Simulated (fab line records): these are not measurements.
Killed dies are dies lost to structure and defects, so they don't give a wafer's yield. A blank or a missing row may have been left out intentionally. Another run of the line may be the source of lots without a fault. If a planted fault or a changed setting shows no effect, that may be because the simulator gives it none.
A lot that was struck, set against a sound lot -- flow gf180mcu -- 15 out of 602 route steps
Sound: these wafers, L450.3, L450.5, L450.6. Struck: wafers L459.1, L459.6 (left out: L459.4, a lot-mate that was not struck); the cause follows at the end.
At each step with rows: each side's tool, then ch and its chambers, then its first start. Under that, the readings that differ: sound wafers -- struck wafers -- difference of the means -- sigmas: that difference in standard deviations of wafers without a fault.
alike: same words and numbers on both sides, and readings whose means sit less than 2 such deviations apart. not compared: any withheld reading, any reading some wafer has no value for, any bound like >300 that may hide the same value, and any number with overlapping values for which the record gives no deviation.
A row with sigmas, a row that says differs or no value, or rows on one side alone: a step with any of these is where the two part. Numbers that don't overlap but have no deviation are shown without sigmas and don't part them. Lack of a reading on every wafer of one side parts them only where that side has two or more wafers.

first, 2 steps without rows for these wafers: GF_DUAL_GATE_CLEAN_01 (cleans in dHF, time 20 s); GF_DUAL_GATE_OXIDATION_02 (stabilise 600 s, purge 300 s, target thk 10.887 nm).
GF_DUAL_GATE_THK_MEAS_03:
  struck on filmMetro-04, day 10 12:44; sound on filmMetro-02, day 7 21:58
  alike: DUAL_GATE_OXIDATION_00_THK
then, 7 steps without rows for these wafers: GF_DUAL_GATE_DEHYDRATE_04 (time 60 s); GF_DUAL_GATE_HMDS_05 (prime time 60 s); GF_DUAL_GATE_COAT_06 (resist thk 1000 nm); GF_DUAL_GATE_SOFTBAKE_07 (time 60 s); GF_DUAL_GATE_EXPOSE_08 (exposes mask Dualgate, target cd 700 nm); GF_DUAL_GATE_PEB_09; GF_DUAL_GATE_DEVELOP_10 (develop time 60 s).
GF_DUAL_GATE_OVL_MEAS_11:
  struck on overlay-02, day 11 07:25; sound on overlay-01, day 8 14:32
  alike: DUAL_GATE_OVL
then, 1 step without rows for these wafers: GF_DUAL_GATE_WET_ETCH_12 (etches SiO2 in dHF, target depth 13 nm, time 260 s).
GF_DUAL_GATE_STRIP_13: strips in O2/N2.
  sound on plasmaAsher-02 ch 0,1, day 8 14:40; struck on plasmaAsher-02 ch 0, day 11 07:33
reading,sound,struck,difference,sigmas
oesProductAu (a.u.),0.718 0.716 0.714,0.759 0.760,+0.044,+9
overashFraction,0.5 0.5 0.5,0.3 0.3,-0.2,
  alike: chamberPressureMTorr, drypumpMotorCurrentA, heaterPowerW, stripTimeToEndpointS
  not compared: rfHoursCounterH
then, 1 step without rows for these wafers: GF_DUAL_GATE_CLEAN_14 (cleans in SC1/SC2, time 150 s).
-- here the record skips 21 days between the struck wafers' starts before and after, leaving off in module DUAL_GATE and picking up in module PASSIVATION (first step shown: number 602 of the route) --
GF_PASSIVATION_PROBE_99:
  the record has rows for the struck wafers here (prober-01, day 32 03:02) and none for the sound ones

WHERE THEY PART
Earliest at GF_DUAL_GATE_STRIP_13; latest, in this record, at GF_PASSIVATION_PROBE_99.

WHY: the cause the simulator had injected
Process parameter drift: plasmaAsher-02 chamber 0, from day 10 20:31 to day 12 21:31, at GF_DUAL_GATE_STRIP_13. Setting overashFraction, moved by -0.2, from 0.5. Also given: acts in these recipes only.
